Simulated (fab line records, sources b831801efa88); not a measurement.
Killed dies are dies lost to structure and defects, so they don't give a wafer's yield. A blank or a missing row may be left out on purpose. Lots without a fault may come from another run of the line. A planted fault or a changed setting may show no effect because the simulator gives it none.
One fault seen from 2 desks | flow gf180mcu | each desk has only its own numbers; what lay behind them comes last

THE METROLOGY DESK
What the gauges read, lot by lot, whatever tool the lot ran on: means of the sampled wafers that have a number. A lot is out of limits, marked OUT, if its mean lies more than 4 standard deviations from the usual mean; the brackets give that distance.
Columns: A = MVPSD_RS at GF_VT_IMPLANT_RS_MEAS_49, usual 1170 ohm/sq
lot  | first seen here | A
L511 | day 8 04:11     | 1165
L512 | day 8 05:10     | 1166
L514 | day 8 11:06     | 1165
L515 | day 8 13:29     | 1165
L517 | day 8 22:54     | 1171
L518 | day 9 05:00     | 1167
L520 | day 9 17:01     | 1173
L522 | day 10 07:19    | 1171
L523 | day 10 13:08    | 1166
L524 | day 10 18:20    | 1176
L526 | day 11 08:22    | 1170
L527 | day 11 16:35    | 1171
L528 | day 11 21:42    | 1171
L533 | day 13 09:17    | 1171
This desk's finding: nothing out of limits on any of the 14 lots.

THE TOOL OWNER'S DESK: litho_track-02
The tool's own readings at GF_POLY_GATE_SOFTBAKE_06 (time 60 s): means of the sampled wafers that have a number, for each lot that ran on this tool. A lot is out of limits, marked OUT, if its mean lies more than 4 standard deviations from the usual mean; the brackets give that distance.
Columns: A = run_length_s at GF_POLY_GATE_SOFTBAKE_06, usual 89.13 s
lot  | first seen here | A
L515 | day 9 19:00     | 88.93
L522 | day 11 13:00    | 88.91
L524 | day 12 01:00    | 99.42 (+41) OUT
L526 | day 12 17:00    | 95.93 (+27) OUT
L528 | day 13 08:00    | 99.43 (+41) OUT
This desk's finding: out of limits on L524, L526, L528; first on L524, day 12 01:00 (run_length_s at GF_POLY_GATE_SOFTBAKE_06). In limits: L515, L522.

PUT TOGETHER
The tool owner's desk could have raised an alarm at day 12 01:00, on L524, L526, L528.
The metrology desk saw nothing out of limits.
The metrology desk has L524, L526, L528 on record, within its limits.
Of the lots named, all ran GF_POLY_GATE_SOFTBAKE_06 on litho_track-02.

WHAT THE SIMULATOR HAD PUT IN
Process parameter drift: litho_track-02, from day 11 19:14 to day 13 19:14, at GF_POLY_GATE_SOFTBAKE_06. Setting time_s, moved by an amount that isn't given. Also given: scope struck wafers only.
Lots struck among those shown: L524, L526, L528.
Hours from the fault's start to each desk's first reading out of limits: the tool owner's desk, 6.
